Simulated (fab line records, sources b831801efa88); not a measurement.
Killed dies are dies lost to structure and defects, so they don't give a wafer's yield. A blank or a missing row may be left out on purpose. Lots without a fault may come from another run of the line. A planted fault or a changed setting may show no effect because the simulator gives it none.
Problem report in the 8D (eight disciplines) form, filled by code | flow sky130 | the parts of the form that need people (team, actions taken, sign-off) are left out

1. THE PROBLEM
heater_power_total_W at SKY_SONOS_TUNNEL_SOFTBAKE_03 reads a mean of 55.71 W on 6 wafers of 2 lots; wafers without a fault read 56.59 W with a standard deviation of 0.045. That is -20 standard deviations from the usual mean.
The step: time 60 s.
First seen on wafer L406.4, day 15 06:05, on litho_track-03. The record holds 42 wafers of 14 lots with a number at this step. Rule for "out", or "out of limits": more than 4 standard deviations from the usual mean. The other wafers with a number count as sound.

2. WHAT IT IS AND WHAT IT IS NOT
question                    | is                                 | is not
which readings at this step | heater_power_total_W, plate_temp_C | -
which lots                  | L406, L408                         | L392, L393, L394, L395, L396, L397, L398, L402, L409, L410, L413, L414
which wafers of those lots  | all that have a number             | -
read on which tools         | litho_track-03                     | litho_track-02, litho_track-04
when                        | from day 15 06:05                  | up to then (24 sound wafers); but 12 sound wafers of L409, L410, L413, L414 came after

3. SUSPECTS, AND WHAT RULES EACH OUT
Counting: a tool at a process step up to the reading stays a suspect if it ran every lot that is out and no sound lot after the first of them.
- litho_track-03 at SKY_SONOS_TUNNEL_SOFTBAKE_03 (time 60 s): kept. It ran every lot that is out, first L406 (day 15 06:05), and no sound lot after that; its last sound lot up to then is L402 (day 14 02:07). Its own readings are out on those wafers: heater_power_total_W, plate_temp_C.
Left after counting: litho_track-03 at SKY_SONOS_TUNNEL_SOFTBAKE_03.

4. THE CAUSE (what the simulator had put in)
Process parameter drift: litho_track-03, from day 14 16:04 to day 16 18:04, at SKY_SONOS_TUNNEL_SOFTBAKE_03. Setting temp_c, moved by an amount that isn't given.
Counting left only this tool.

5. THE CHAIN OF EFFECTS, in route order
Each row: a reading whose mean over the struck wafers that have a number lies more than 3 standard deviations from the usual. Only readings for which the record gives a usual standard deviation are gone through. hours: the time from each lot's start at the first step in this table that gives one to its start at this step, as a median over the lots. sigmas: the change in usual standard deviations.
hours | step                         | reading              | usual   | on struck wafers | change | sigmas
0     | SKY_SONOS_TUNNEL_SOFTBAKE_03 | heater_power_total_W | 56.59 W | 55.71            | -0.88  | -20
0     | SKY_SONOS_TUNNEL_SOFTBAKE_03 | plate_temp_C         | 90.02 C | 89.09            | -0.93  | -7.2
The process steps in it:
- SKY_SONOS_TUNNEL_SOFTBAKE_03: time 60 s.
Later measuring or inspecting steps at which every struck wafer that the step has a row for has a number for every such reading, and none has moved that far: SKY_POLY_GATE_THK_MEAS_04.

6. WHAT WOULD HAVE CAUGHT IT SOONER
In this record the first reading out of limits was taken at day 15 06:05, 14 hours after the fault began at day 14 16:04.
